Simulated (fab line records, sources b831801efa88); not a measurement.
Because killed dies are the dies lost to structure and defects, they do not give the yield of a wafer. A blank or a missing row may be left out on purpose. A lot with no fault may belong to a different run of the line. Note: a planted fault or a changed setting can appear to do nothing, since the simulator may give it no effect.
Code-filled problem report in 8D (eight disciplines) form | flow gf180mcu | the parts of the form that need people (team, actions taken, sign-off) are left out

== 1. WHAT WENT WRONG ==
Wafers free of any fault read 0.380 ohm/sq (standard deviation 0.0038) for CONTACT_W_RS at GF_CONTACT_RS_MEAS_25, against a mean of 0.258 ohm/sq on 2 wafers of 2 lots. That puts it -32 standard deviations away from the usual mean.
The step: measures by four-point-probe.
Earliest sighting: wafer L333.4 on film-metro-04 at day 16 13:33. At this step, 33 wafers from 11 lots have a number in the record. Rule for "out" (also "out of limits"): further than 4 standard deviations from the usual mean. All remaining wafers that have a number are taken as sound.

== 2. WHAT IT IS, WHAT IT ISN'T ==
question                    | is                | is not
which readings at this step | CONTACT_W_RS      | -
which lots                  | L333, L334        | L331, L337, L345, L346, L347, L348, L349, L351, L354
which wafers of those lots  | L333.4, L334.6    | L333.2, L333.3, L334.1, L334.2
read on which gauges        | film-metro-04     | film-metro-02
when                        | from day 16 13:33 | up to then (5 sound wafers); but 26 sound wafers of L334, L337, L345, L346, L347, L348, L349, L351, L354 came after

== 3. THE SUSPECTS, EACH WITH WHAT RULES IT OUT ==
Counting: any tool at a process step up to the reading remains a suspect provided it ran every lot that is out. Sound lots after the first of them don't rule it out here, since some wafers of a struck lot are sound.
- the gauge at GF_CONTACT_RS_MEAS_25 is ruled out. All the wafers that are out were read on film-metro-04, but those of them that GF_CONTACT_CMP_27 has rows for are out there too, on other tools.
- cvd-w-01 at GF_CONTACT_CVD_24 (deposits W, target thk 300 nm, time 90.339 s): kept. Ran every lot that is out, first one L333 (day 16 13:26); last sound lot up to then L331 (day 15 22:43).
After counting, what remains is cvd-w-01 at GF_CONTACT_CVD_24.

== 4. THE CAUSE (what the simulator had put in) ==
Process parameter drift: cvd-w-01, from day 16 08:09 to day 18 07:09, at GF_CONTACT_CVD_24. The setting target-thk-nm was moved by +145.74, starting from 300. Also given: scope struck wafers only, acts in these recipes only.
This tool alone remained once counting was done.

== 5. SEQUENCE OF EFFECTS, ordered by route ==
Rows list readings where the struck wafers' mean (over those with a number) sits beyond 3 standard deviations from the usual. Only readings for which the record gives a usual standard deviation are gone through. hours: the time from each lot's start at the first step in this table that gives one to its start at this step, as a median over the lots. sigmas: the change in usual standard deviations.
hours | step                   | reading            | usual        | on struck wafers | change | sigmas
0     | GF_CONTACT_RS_MEAS_25  | CONTACT_W_RS       | 0.380 ohm/sq | 0.258            | -0.122 | -32
4     | GF_CONTACT_THK_MEAS_26 | CONTACT_W_THK      | 307 nm       | 455              | +148   | +40
6     | GF_CONTACT_CMP_27      | time-to-endpoint-s | 73 s         | 110              | +38    | +7.5
The process steps in it:
- GF_CONTACT_CMP_27: polishes, stops on SiO2, t overpolish 15 s, target thk 0 nm.

== 6. HOW IT WOULD HAVE BEEN CAUGHT EARLIER ==
5 hours passed between the start of the fault at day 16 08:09 and the first reading out of limits at a measuring or inspecting step in this record, taken at day 16 13:33.
An alarm limit of 4 standard deviations would not have fired on the tool readings at GF_CONTACT_CVD_24 for which the record gives a usual standard deviation, since none of them was out on any struck wafer.
L334, from the lots that are out (2), started GF_CONTACT_CVD_24 on cvd-w-01 later than day 16 13:33. It would have been spared by a hold on the tool at that moment.
